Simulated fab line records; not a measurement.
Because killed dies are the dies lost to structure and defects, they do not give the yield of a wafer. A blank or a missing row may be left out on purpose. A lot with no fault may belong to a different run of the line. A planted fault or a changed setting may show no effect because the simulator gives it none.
A lot that was struck, set against a sound lot -- flow sky130 -- 17 steps out of a route of 708
Sound: the wafers L846.1, L846.2, L846.5. Wafers struck: L839.2, L839.4, L839.6. The cause is given at the end.
Each step with rows lists, per side, the tool, then ch with its chambers, then its first start. Under that, the readings that differ: sound wafers -- struck wafers -- difference of the means -- sigmas: that difference in standard deviations of wafers without a fault.
alike: same words and numbers on both sides, and readings whose means sit less than 2 such deviations apart. not compared: any withheld reading, any reading some wafer has no value for, any bound like >300 that may hide the same value, and any number with overlapping values for which the record gives no deviation.
Wherever a step has rows on one side only, a row that says differs or no value, or a row with sigmas, the two part there. Non-overlapping numbers with no deviation appear without sigmas and do not part them. A reading that every wafer of one side lacks parts them only if that side has two wafers or more.

first, 3 steps without rows for these wafers: SKY_METAL4_CLEAN_21 (cleans in IPA, time 180 s); SKY_METAL4_CLEAN_22 (cleans in O3/DIW); SKY_VIA4_HDPCVD_00 (deposits SiO2, target thk 1750 nm, time 291.7 s).
SKY_VIA4_THK_MEAS_01:
  sound on filmMetro-02, day 45 22:56; struck on filmMetro-04, day 44 08:28
  alike: VIA4_HDPCVD_THK
SKY_VIA4_CMP_02: polishes SiO2.
  sound on cmp-02 ch 0,1,2, day 45 23:05; struck on cmp-02 ch 0,1,3, day 44 08:31
  alike: motorCurrentA
SKY_VIA4_BOW_MEAS_03:
  sound on filmMetro-03, day 45 23:17; struck on filmMetro-03, day 44 08:50
reading,sound,struck,difference,sigmas
VIA4_BOW (um),91 89 99,79 74 75,-17,-2
then, 6 steps without rows for these wafers: SKY_VIA4_DEHYDRATE_04 (time 60 s); SKY_VIA4_HMDS_05 (prime time 60 s); SKY_VIA4_COAT_06 (resist thk 1140 nm); SKY_VIA4_SOFTBAKE_07 (time 60 s); SKY_VIA4_EXPOSE_08 (exposes mask VIM4, target cd 800 nm); SKY_VIA4_PEB_09.
SKY_VIA4_DEVELOP_10: develop time 60 s.
  sound on lithoTrack-01 ch 0, day 46 20:08; struck on lithoTrack-03 ch 0, day 45 06:56
reading,sound,struck,difference,sigmas
developerTempC (C),22.99 23.00 23.25,25.26 25.25 25.41,+2.23,+23
  alike: chillPlateTempC, resistLineTempC
SKY_VIA4_OVL_MEAS_11:
  sound on overlay-01, day 46 20:17; struck on overlay-02, day 45 07:05
  alike: VIA4_OVL
SKY_VIA4_ETCH_12: etches SiO2 in C4F8/O2/Ar, stops on TiN, target depth 580 nm.
  sound on rieDiel-04 ch 1,2, day 46 20:19; struck on rieDiel-03 ch 1,3, day 45 07:07
reading,sound,struck,difference,sigmas
model.VIA4.cdNm (nm),800 799.5 797.1,793.1 794.5 792,-5.7,
  alike: oesProductAu
SKY_VIA4_STRIP_13: strips in O2/N2.
  sound on plasmaAsher-03 ch 0,1, day 46 20:24; struck on plasmaAsher-04 ch 0,1, day 45 07:11
  alike: drypumpMotorCurrentA, oesProductAu, stripTimeToEndpointS
  not compared: rfHoursCounterH
-- the record jumps here: 3 days lie between the struck wafers' starts before and after (it left off in module VIA4 and takes up again in module PAD_OPEN, whose first step shown is number 708 of the route) --
SKY_PAD_OPEN_PROBE_99:
  the record has rows for the struck wafers here (prober-02, day 48 00:23) and none for the sound ones

== WHERE THEY PART ==
At SKY_VIA4_BOW_MEAS_03 first; at SKY_PAD_OPEN_PROBE_99 last (within this record only).

WHY: what the simulator had put in
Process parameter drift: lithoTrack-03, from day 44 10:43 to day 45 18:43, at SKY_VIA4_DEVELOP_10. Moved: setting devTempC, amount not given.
